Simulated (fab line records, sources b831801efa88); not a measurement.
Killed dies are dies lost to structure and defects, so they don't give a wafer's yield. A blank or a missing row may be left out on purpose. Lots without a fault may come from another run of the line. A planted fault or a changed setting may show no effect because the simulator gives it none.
A struck lot beside a sound one | flow sfq_line | 15 steps out of a route of 325
Sound: wafers L119.1, L119.4, L119.5. Struck: wafer L130.1. (L130.4, L130.5 of the same lot were not struck and are left out.) The cause comes at the end.
At each step with rows: each side's tool, then ch and its chambers, then its first start. Under that, the readings that differ: sound wafers | struck wafers | difference of the means | sigmas: that difference in standard deviations of wafers without a fault.
alike: readings whose means differ by less than 2 such deviations, and words and numbers that are the same on both sides. not compared: withheld readings, readings that some wafer has no value for, bounds like >300 that may hide the same value, and numbers for which the record gives no deviation and whose values overlap.
The two part at a step that has a row with sigmas, a row that says differs or no value, or rows on one side only. Numbers that don't overlap but have no deviation are shown without sigmas and don't part them. A reading that every wafer of one side lacks parts them only if that side has two wafers or more.

SFQ_TRILAYER_L0_BARC_OPEN_METAL_ETCH_010: etches BARC in O2, target depth 125 nm, time 41.7 s.
  sound on rie_metal-03 ch 0,1, day 3 08:51; struck on rie_metal-04 ch 1, day 5 17:15
  alike: drypump_motor_current_A, he_backside_leak_sccm, oes_product_au
  not compared: rf_hours_counter_h
SFQ_TRILAYER_L0_ETCH_METAL_ETCH_008: etches MoNx KI in SF6/O2, stops on SiO2, target depth 50 nm, time 25 s.
  sound on rie_metal-03 ch 0,1, day 3 08:55; struck on rie_metal-04 ch 1, day 5 17:19
  alike: drypump_motor_current_A, he_backside_leak_sccm, oes_product_au
  not compared: rf_hours_counter_h
SFQ_TRILAYER_L0_STRIP_STRIP_009: strips in O2.
  sound on rie_metal-03 ch 0,1, day 3 08:57; struck on rie_metal-04 ch 1, day 5 17:21
  alike: drypump_motor_current_A, he_backside_leak_sccm, oes_product_au
  not compared: rf_hours_counter_h
then, 1 step without rows for these wafers: SFQ_TRILAYER_L0_STRIP_SOLV_CLEAN_010 (cleans in NMP, time 600 s).
SFQ_TRILAYER_L0_CAP_PECVD_011: deposits SiO2 from SiH4/N2O, time 13.333 s, target thk 60 nm.
  sound on pecvd-03 ch 1,2, day 3 09:44; struck on pecvd-02 ch 1, day 5 18:08
  alike: heater_power_w, throttle_valve_pct
  not compared: since_wet_clean_h
then, 6 steps without rows for these wafers: SFQ_TRILAYER_L0_VIA_LITHO_COAT_018 (resist thk 62 nm); SFQ_TRILAYER_L0_VIA_LITHO_COAT_013 (resist thk 650 nm); SFQ_TRILAYER_L0_VIA_LITHO_SOFTBAKE_017; SFQ_TRILAYER_L0_VIA_LITHO_EXPOSE_014 (exposes mask L0V, target cd 700 nm); SFQ_TRILAYER_L0_VIA_LITHO_PEB_016 (peb time 60 s); SFQ_TRILAYER_L0_VIA_LITHO_DEVELOP_015 (time 60 s).
-- the record jumps here: 3 days lie between the struck wafers' starts before and after --
SFQ_L0V_OVL_MEAS_903:
  sound on overlay-01, day 5 20:28; struck on overlay-01, day 8 10:15
  alike: L0V_OVL
SFQ_TRILAYER_L0_VIA_BARC_OPEN_VIA_ETCH_021: etches BARC in O2, target depth 125 nm, time 41.7 s.
  sound on rie_diel-04 ch 0,1, day 5 20:30; struck on rie_diel-02 ch 3, day 8 10:17
  reading                                                 | sound           | struck | difference | sigmas
  model.KrF_of_TRILAYER_L0_VIA_LITHO_COAT_013.thk_nm (nm) | 574.1 575.1 574 | 545.9  | -28.5      |
  alike: drypump_motor_current_A, oes_product_au
  not compared: rf_hours_counter_h, model.SiO2_of_TRILAYER_L0_CAP_PECVD_011.thk_nm
SFQ_TRILAYER_L0_VIA_ETCH_VIA_ETCH_016: etches SiO2 in CHF3, stops on MoNx KI, target depth 80 nm.
  sound on rie_diel-04 ch 0,1, day 5 20:32; struck on rie_diel-02 ch 3, day 8 10:19
  reading                                                 | sound             | struck | difference | sigmas
  model.KrF_of_TRILAYER_L0_VIA_LITHO_COAT_013.thk_nm (nm) | 560.2 561.6 560.2 | 532.5  | -28.2      |
  alike: drypump_motor_current_A, oes_product_au
SFQ_TRILAYER_L0_VIA_STRIP_STRIP_017: strips in O2.
  sound on rie_metal-02 ch 0, day 5 20:35; struck on rie_metal-01 ch 1, day 8 10:22
  alike: drypump_motor_current_A, he_backside_leak_sccm, oes_product_au
  not compared: rf_hours_counter_h

WHERE THEY PART
Nowhere in this record.

WHY: what the simulator had put in
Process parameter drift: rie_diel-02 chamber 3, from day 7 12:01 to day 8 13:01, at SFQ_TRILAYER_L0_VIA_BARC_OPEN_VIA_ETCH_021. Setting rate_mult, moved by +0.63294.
